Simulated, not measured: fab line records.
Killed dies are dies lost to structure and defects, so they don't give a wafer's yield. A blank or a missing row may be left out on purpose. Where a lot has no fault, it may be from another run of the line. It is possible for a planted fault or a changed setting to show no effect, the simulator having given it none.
Chamber matching / flow gf180mcu / GF_V2_ETCH_16 on rie diel-02 has 4 sister chambers
The step etches BARC in N2/H2. 16 wafers are shown with their chamber, then 8 later ones without.

WAFERS PAIRED WITH THEIR CHAMBERS
wafer=L074.2; chamber=1; drypump motor current A (A)=5.96; oes product au (a.u.)=0.862; throttle valve pct (%)=13.221
wafer=L074.5; chamber=3; drypump motor current A (A)=5.64; oes product au (a.u.)=0.846; throttle valve pct (%)=13.219
wafer=L074.6; chamber=0; drypump motor current A (A)=6.08; oes product au (a.u.)=0.854; throttle valve pct (%)=13.212
wafer=L078.1; chamber=1; drypump motor current A (A)=5.97; oes product au (a.u.)=0.858; throttle valve pct (%)=13.227
wafer=L078.3; chamber=0; drypump motor current A (A)=6.06; oes product au (a.u.)=0.853; throttle valve pct (%)=13.226
wafer=L078.4; chamber=3; drypump motor current A (A)=5.63; oes product au (a.u.)=0.850; throttle valve pct (%)=13.237
wafer=L081.3; chamber=3; drypump motor current A (A)=5.64; oes product au (a.u.)=0.852; throttle valve pct (%)=13.220
wafer=L081.4; chamber=2; drypump motor current A (A)=5.76; oes product au (a.u.)=0.853; throttle valve pct (%)=13.221
wafer=L081.5; chamber=1; drypump motor current A (A)=5.95; oes product au (a.u.)=0.852; throttle valve pct (%)=13.210
wafer=L082.1; chamber=2; drypump motor current A (A)=5.75; oes product au (a.u.)=0.856; throttle valve pct (%)=13.237
wafer=L082.3; chamber=1; drypump motor current A (A)=5.97; oes product au (a.u.)=0.860; throttle valve pct (%)=13.223
wafer=L082.4; chamber=0; drypump motor current A (A)=6.05; oes product au (a.u.)=0.857; throttle valve pct (%)=13.238
wafer=L089.1; chamber=0; drypump motor current A (A)=6.05; oes product au (a.u.)=0.858; throttle valve pct (%)=13.218
wafer=L089.5; chamber=2; drypump motor current A (A)=5.74; oes product au (a.u.)=0.849; throttle valve pct (%)=13.210
wafer=L089.6; chamber=3; drypump motor current A (A)=5.59; oes product au (a.u.)=0.855; throttle valve pct (%)=13.225
wafer=L091.4; chamber=3; drypump motor current A (A)=5.61; oes product au (a.u.)=0.854; throttle valve pct (%)=13.222

SIGNATURES (averages over the wafers above)
reading=drypump motor current A; chamber 0=6.0600; chamber 1=5.9625; chamber 2=5.7500; chamber 3=5.6220; scatter within a chamber=0.0157
reading=oes product au; chamber 0=0.85550; chamber 1=0.85800; chamber 2=0.85267; chamber 3=0.85140; scatter within a chamber=0.00352
reading=throttle valve pct; chamber 0=13.22350; chamber 1=13.22025; chamber 2=13.22267; chamber 3=13.22460; scatter within a chamber=0.00966
Rule: for a wafer and a chamber, the distance is found by dividing, reading by reading, the gap between the wafer's reading and the chamber's mean by the reading's scatter, squaring, summing and taking the root. If the next closest chamber is less than 2 further off than the closest, the wafer can't be placed; otherwise it belongs to the closest. The scatter: the root of (the sum of the squares of (reading less its chamber's mean) over the shown wafers, divided by (wafers less chambers)).

WAFERS WHOSE CHAMBER IS MISSING
wafer=L091.5; drypump motor current A (A)=5.62; oes product au (a.u.)=0.856; throttle valve pct (%)=13.229
wafer=L091.6; drypump motor current A (A)=6.06; oes product au (a.u.)=0.858; throttle valve pct (%)=13.218
wafer=L092.1; drypump motor current A (A)=5.76; oes product au (a.u.)=0.851; throttle valve pct (%)=13.235
wafer=L092.2; drypump motor current A (A)=5.97; oes product au (a.u.)=0.853; throttle valve pct (%)=13.228
wafer=L092.3; drypump motor current A (A)=5.61; oes product au (a.u.)=0.849; throttle valve pct (%)=13.229
wafer=L094.2; drypump motor current A (A)=6.07; oes product au (a.u.)=0.856; throttle valve pct (%)=13.232
wafer=L094.4; drypump motor current A (A)=5.61; oes product au (a.u.)=0.849; throttle valve pct (%)=13.239
wafer=L094.6; drypump motor current A (A)=5.96; oes product au (a.u.)=0.858; throttle valve pct (%)=13.211

EACH ONE'S CHAMBER
wafer=L091.5; from the rows above=3; in truth=3
wafer=L091.6; from the rows above=0; in truth=0
wafer=L092.1; from the rows above=2; in truth=2
wafer=L092.2; from the rows above=1; in truth=1
wafer=L092.3; from the rows above=3; in truth=3
wafer=L094.2; from the rows above=0; in truth=0
wafer=L094.4; from the rows above=3; in truth=3
wafer=L094.6; from the rows above=1; in truth=1
Correct placement for 8 of the 8. Not placeable from these rows: 0. Wrongly placed: 0.
